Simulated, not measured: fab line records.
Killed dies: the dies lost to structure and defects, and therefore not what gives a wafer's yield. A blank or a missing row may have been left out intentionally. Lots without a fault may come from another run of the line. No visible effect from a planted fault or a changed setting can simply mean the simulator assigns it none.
What tool caused it? -- flow sky130 -- 14 lots with 42 wafers sampled at 4 steps, on a route of 708 steps

## WHAT EACH GAUGE READ, for each wafer
SKY_NWELL_OVL_MEAS_23. Usual: NWELL_01_OVL typically reads -1.6 nm, with standard deviation 1.4.
lot,measured,on,NWELL_01_OVL (nm),flag
L564,day 5 10:07,overlay-01,-1.4 -2.3 1.8,
L565,day 5 16:13,overlay-02,-2.0 -2.4 -1.8,
L566,day 5 23:05,overlay-02,-0.3 -2.2 -1.3,
L567,day 6 07:16,overlay-01,0.3 -0.4 -1.2,
L568,day 6 16:40,overlay-01,-0.8 0.4 -1.5,
L570,day 6 20:27,overlay-02,-1.3 -4.4 -4.2,
L571,day 7 05:10,overlay-02,-2.3 -2.7 -0.7,
L573,day 7 15:31,overlay-01,-3.8 -3.1 -2.2,
L574,day 7 19:20,overlay-02,-1.4 -3.0 -2.5,
L575,day 8 00:58,overlay-01,-3.6 -4.5 -3.6,
L576,day 8 09:28,overlay-01,0.0 -0.8 -1.8,
L582,day 9 22:16,overlay-01,-1.2 0.2 -1.7,
L584,day 10 07:29,overlay-01,-1.1 0.4 -1.4,
L585,day 10 14:49,overlay-02,-4.0 -3.9 -2.5,

SKY_SPACER_THK_MEAS_01. Usual: SPACER_CVD_00_THK typically reads 43.3 nm, with standard deviation 0.35.
lot,measured,on,SPACER_CVD_00_THK (nm),flag
L564,day 23 02:38,film-metro-04,43.8 43.6 43.5,
L565,day 23 10:25,film-metro-03,43.4 43.5 42.9,
L566,day 23 19:55,film-metro-03,43.8 43.7 43.4,
L567,day 24 09:31,film-metro-03,42.7 42.9 42.9,
L568,day 24 23:06,film-metro-03,43.6 43.5 43.2,
L570,day 25 04:23,film-metro-04,43.0 43.3 43.2,
L571,day 25 14:14,film-metro-03,43.6 43.1 43.1,
L573,day 26 09:50,film-metro-04,42.7 42.9 43.2,
L574,day 26 13:05,film-metro-04,43.5 43.9 43.5,
L575,day 26 22:53,film-metro-01,43.2 43.2 43.5,
L576,day 27 05:16,film-metro-01,43.8 43.9 43.6,
L582,day 29 06:47,film-metro-01,43.6 43.3 43.3,
L584,day 29 18:45,film-metro-03,43.0 43.2 43.1,
L585,day 30 03:38,film-metro-04,43.2 42.9 43.0,

## TOOL THAT RAN EACH LOT (tool first, then ch and the chambers of the sampled wafers, then the start)
lot,SKY_NWELL_RTA_28,SKY_LDD_HVP_IMPLANT_08
L564,"rtp-anneal-02 ch 0, day 5 10:31","implanter-02 ch 0, day 21 18:14"
L565,"rtp-anneal-01 ch 0, day 5 16:37","implanter-02 ch 0, day 22 02:30"
L566,"rtp-anneal-02 ch 0, day 5 23:29","implanter-02 ch 0, day 22 09:38"
L567,"rtp-anneal-02 ch 0, day 6 07:40","implanter-02 ch 0, day 23 00:35"
L568,"rtp-anneal-01 ch 0, day 6 17:04","implanter-01 ch 0, day 23 14:23"
L570,"rtp-anneal-02 ch 0, day 6 20:52","implanter-04 ch 0, day 23 20:31"
L571,"rtp-anneal-01 ch 0, day 7 05:34","implanter-02 ch 0, day 24 07:03"
L573,"rtp-anneal-02 ch 0, day 7 15:56","implanter-02 ch 0, day 25 02:14"
L574,"rtp-anneal-02 ch 0, day 7 19:49","implanter-01 ch 0, day 25 05:29"
L575,"rtp-anneal-02 ch 0, day 8 01:23","implanter-02 ch 0, day 25 14:22"
L576,"rtp-anneal-01 ch 0, day 8 09:52","implanter-01 ch 0, day 25 21:38"
L582,"rtp-anneal-02 ch 0, day 9 22:42","implanter-04 ch 0, day 28 02:27"
L584,"rtp-anneal-01 ch 0, day 10 07:54","implanter-02 ch 0, day 28 12:39"
L585,"rtp-anneal-02 ch 0, day 10 15:16","implanter-02 ch 0, day 28 22:54"
- SKY_NWELL_RTA_28: time 30 s.
- SKY_LDD_HVP_IMPLANT_08

## AS READ BY THE TOOLS THEMSELVES (means over the sampled wafers that have a number; for cases with no such wafer, the mark the record gives instead)
SKY_NWELL_RTA_28. Usual: lamp-power-pct 25.31 %, standard deviation 0.05; wafer_temp_C_max 1054.9, standard deviation 0.93.
lot,tool,lamp-power-pct (%),wafer_temp_C_max,flag
L564,rtp-anneal-02,25.30,1054.7,
L565,rtp-anneal-01,25.32,1055.0,
L566,rtp-anneal-02,25.23,1053.8,
L567,rtp-anneal-02,25.28,1055.7,
L568,rtp-anneal-01,25.37,1055.2,
L570,rtp-anneal-02,25.27,1054.5,
L571,rtp-anneal-01,25.30,1054.6,
L573,rtp-anneal-02,25.33,1054.8,
L574,rtp-anneal-02,25.30,1055.9,
L575,rtp-anneal-02,25.37,1054.3,
L576,rtp-anneal-01,25.30,1055.7,
L582,rtp-anneal-02,25.30,1055.2,
L584,rtp-anneal-01,25.29,1054.4,
L585,rtp-anneal-02,25.28,1055.2,

SKY_LDD_HVP_IMPLANT_08. Usual: dose-ions-cm2 reads 1.6994e+13 (standard deviation 1.8e+10).
lot,tool,dose-ions-cm2,flag
L564,implanter-02,1.6985e+13,
L565,implanter-02,1.7014e+13,
L566,implanter-02,1.6987e+13,
L567,implanter-02,1.6979e+13,
L568,implanter-01,1.6969e+13,
L570,implanter-04,1.7012e+13,
L571,implanter-02,1.6993e+13,
L573,implanter-02,1.7001e+13,
L574,implanter-01,1.6983e+13,
L575,implanter-02,1.6989e+13,
L576,implanter-01,1.6988e+13,
L582,implanter-04,1.6985e+13,
L584,implanter-02,1.7561e+13,OFF
L585,implanter-02,1.7548e+13,OFF

## THE ANSWER, worked out from the rows above alone
Rule: a lot is off if the mean of its wafers that have a number lies more than 3 standard deviations from the usual mean. Also off: a lot with no number at a reading for which 4 or more lots have one. Where the step has rows for the other lots, those lots are counted as sound. Order of review: gauges by route order, followed by the tools' own readings, for which a lot's mean as printed above is used. At the first step where some lot is off, the reading lying furthest off is the one used; lots without a number count as furthest.
Off, at SKY_LDD_HVP_IMPLANT_08 on dose-ions-cm2: L584, L585.
A tool fits if, at that step or a process step before it, it ran every lot that is off, and no sound lot after the first of them. One candidate fits, namely implanter-02 at SKY_LDD_HVP_IMPLANT_08. Its last sound lot is L575 (day 25 14:22), its first lot that is off L584 (day 28 12:39): a fault that began between those two fits.
On the lots that are off, the tool's own readings at SKY_LDD_HVP_IMPLANT_08 differ by more than 5 times the standard deviation of the sound lots' means, which bears it out; dose-ions-cm2 reads 1.7554e+13 there versus 1.6990e+13 on the sound lots.

## WHAT WAS PUT IN BY THE SIMULATOR
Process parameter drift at SKY_LDD_HVP_IMPLANT_08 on implanter-02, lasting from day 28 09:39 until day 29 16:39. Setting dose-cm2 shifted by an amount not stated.
Shown lots that were struck: L584, L585. This agrees with what the rule above found.
